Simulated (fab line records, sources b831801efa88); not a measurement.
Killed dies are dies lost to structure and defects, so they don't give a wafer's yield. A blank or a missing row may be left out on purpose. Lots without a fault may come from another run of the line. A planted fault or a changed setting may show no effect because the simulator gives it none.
Which tool did it? | flow gf180mcu | 6 lots, 16 wafers sampled, at 1 step of a route of 602

WHAT THE GAUGES READ, wafer by wafer
GF_PSD_CD_MEAS_07: target cd 400 nm.
lot  | measured     | on        | cd_nm (nm)
L987 | day 14 18:53 | cd_sem-02 | 398.1 398.5 399.6
L990 | day 15 18:41 | cd_sem-01 | 399.7 399.9 401.4
L992 | day 16 13:07 | cd_sem-01 | 403.6 400.7 402.2
L100 | day 19 04:28 | cd_sem-01 | 400.9 402.0
L102 | day 20 00:25 | cd_sem-02 | 400.9 401.9
L109 | day 22 12:59 | cd_sem-02 | 402.1 400.6 400.6

WHICH TOOL RAN EACH LOT (tool, then ch and the chambers of the sampled wafers, then the start)
The record holds no process step before these readings.

THE ANSWER, worked out from the rows above alone
Rule: what is usual is taken from the lots themselves. Put in order of their means at a reading, lots are off if they are a third of the lots or fewer, leave a main group of 4 or more, and stand apart from it by a gap of 3 or more times the standard deviation of the main group's means; of several such gaps the widest counts. A main group whose means are all the same, to the digits that the tables above print for the reading, isn't used. A lot without any number at a reading at which 4 lots or more have one is off too. The other lots that the step has rows for count as sound.
No lot is off at any reading shown: from this, nothing can be told.

WHAT THE SIMULATOR HAD PUT IN
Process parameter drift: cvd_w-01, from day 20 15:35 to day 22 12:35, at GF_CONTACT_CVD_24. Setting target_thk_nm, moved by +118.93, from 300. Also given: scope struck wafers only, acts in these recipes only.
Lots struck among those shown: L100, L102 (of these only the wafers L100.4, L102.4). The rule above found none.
